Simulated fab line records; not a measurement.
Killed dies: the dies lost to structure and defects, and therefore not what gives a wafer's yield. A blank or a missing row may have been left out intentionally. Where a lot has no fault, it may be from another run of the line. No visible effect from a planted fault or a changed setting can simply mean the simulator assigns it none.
A struck lot beside a sound one + flow sky130 + 16 out of 708 route steps
Sound: these wafers, L597.2, L597.5, L597.6. Wafers L605.1, L605.3, L605.6 were the ones struck. The cause is given at the end.
Order at every step that has rows: each side's tool, ch and its chambers, its first start. Under that, the readings that differ: sound wafers + struck wafers + difference of the means + sigmas: that difference in standard deviations of wafers without a fault.
alike: a reading whose means differ by less than 2 such deviations, as well as words and numbers matching on both sides. not compared: withheld readings; readings where some wafer has no value; bounds like >300 that might hide an equal value; numbers whose values overlap and for which the record gives no deviation.
Wherever a step has rows on one side only, a row that says differs or no value, or a row with sigmas, the two part there. When numbers do not overlap yet have no deviation, they are printed without sigmas and do not part them. A reading that every wafer of one side lacks parts them only if that side has two wafers or more.

SKY_VT_ADJUST_LVTN_OVL_MEAS_07:
  sound on overlay-02, day 8 23:56; struck on overlay-01, day 11 04:59
| reading                 | sound        | struck         | difference | sigmas |
|-------------------------|--------------|----------------|------------|--------|
| VT_ADJUST_LVTN_OVL (nm) | 1.9 2.3 -0.4 | -0.1 -2.4 -1.5 | -2.6       | -2     |
following that, these wafers have no rows for 1 step: SKY_VT_ADJUST_LVTN_IMPLANT_08.
SKY_VT_ADJUST_LVTN_STRIP_09: strips in O2/N2.
  sound on plasma asher-03 ch 0,1, day 9 00:07; struck on plasma asher-02 ch 0,1, day 11 05:10
  alike: drypump motor current A, oes product au, strip time to endpoint s
  not compared: rf hours counter h
SKY_VT_ADJUST_LVTN_TW_MEAS_10:
  sound on film metro-04, day 9 00:13; struck on film metro-04, day 11 05:16
  alike: VT_ADJUST_LVTN_TW
then, 7 steps without rows for these wafers: SKY_VT_ADJUST_LVTN_DEHYDRATE_11 (time 60 s); SKY_VT_ADJUST_LVTN_HMDS_12 (prime time 60 s); SKY_VT_ADJUST_LVTN_COAT_13 (resist thk 1140 nm); SKY_VT_ADJUST_LVTN_SOFTBAKE_14 (time 60 s); SKY_VT_ADJUST_LVTN_EXPOSE_15 (exposes mask HVN STD DERIVED, target cd 600 nm); SKY_VT_ADJUST_LVTN_PEB_16; SKY_VT_ADJUST_LVTN_DEVELOP_17 (develop time 60 s).
SKY_VT_ADJUST_LVTN_OVL_MEAS_18:
  sound on overlay-01, day 9 21:26; struck on overlay-01, day 12 04:34
  alike: VT_ADJUST_LVTN_01_OVL
SKY_VT_ADJUST_LVTN_IMPLANT_19:
  sound on implanter-03 ch 0, day 9 21:29; struck on implanter-04 ch 0, day 12 04:37
| reading            | sound                        | struck                     | difference | sigmas      |
|--------------------|------------------------------|----------------------------|------------|-------------|
| dose ions cm2      | 6.51e+11 6.493e+11 6.505e+11 | 6.36e+10 6.55e+10 6.41e+10 | -5.86e+11  | -99 or more |
| faraday current uA | 3.62 3.63 3.73               | 0.37 0.38 0.36             | -3.29      | -46         |
  alike: beam energy keV, end station pressure torr
SKY_VT_ADJUST_LVTN_STRIP_20: strips in O2/N2.
  sound on plasma asher-02 ch 0,1, day 9 21:37; struck on plasma asher-04 ch 0,1, day 12 04:46
  alike: drypump motor current A, oes product au, strip time to endpoint s
  not compared: rf hours counter h
SKY_VT_ADJUST_LVTN_TW_MEAS_21:
  sound on film metro-01, day 9 21:44; struck on film metro-04, day 12 05:05
| reading             | sound             | struck            | difference | sigmas |
|---------------------|-------------------|-------------------|------------|--------|
| VT_ADJUST_LVTN_2_TW | 191.4 191.8 189.9 | 104.3 104.4 103.2 | -87.1      | -54    |
  not compared: hold
SKY_PAD_OPEN_PROBE_99:
  rows exist in the record for the sound wafers here (prober-02, day 47 19:15), none for the struck ones

== WHERE THEY PART ==
First at SKY_VT_ADJUST_LVTN_OVL_MEAS_07; last, within this record, at SKY_PAD_OPEN_PROBE_99.

WHY: what the simulator had put in
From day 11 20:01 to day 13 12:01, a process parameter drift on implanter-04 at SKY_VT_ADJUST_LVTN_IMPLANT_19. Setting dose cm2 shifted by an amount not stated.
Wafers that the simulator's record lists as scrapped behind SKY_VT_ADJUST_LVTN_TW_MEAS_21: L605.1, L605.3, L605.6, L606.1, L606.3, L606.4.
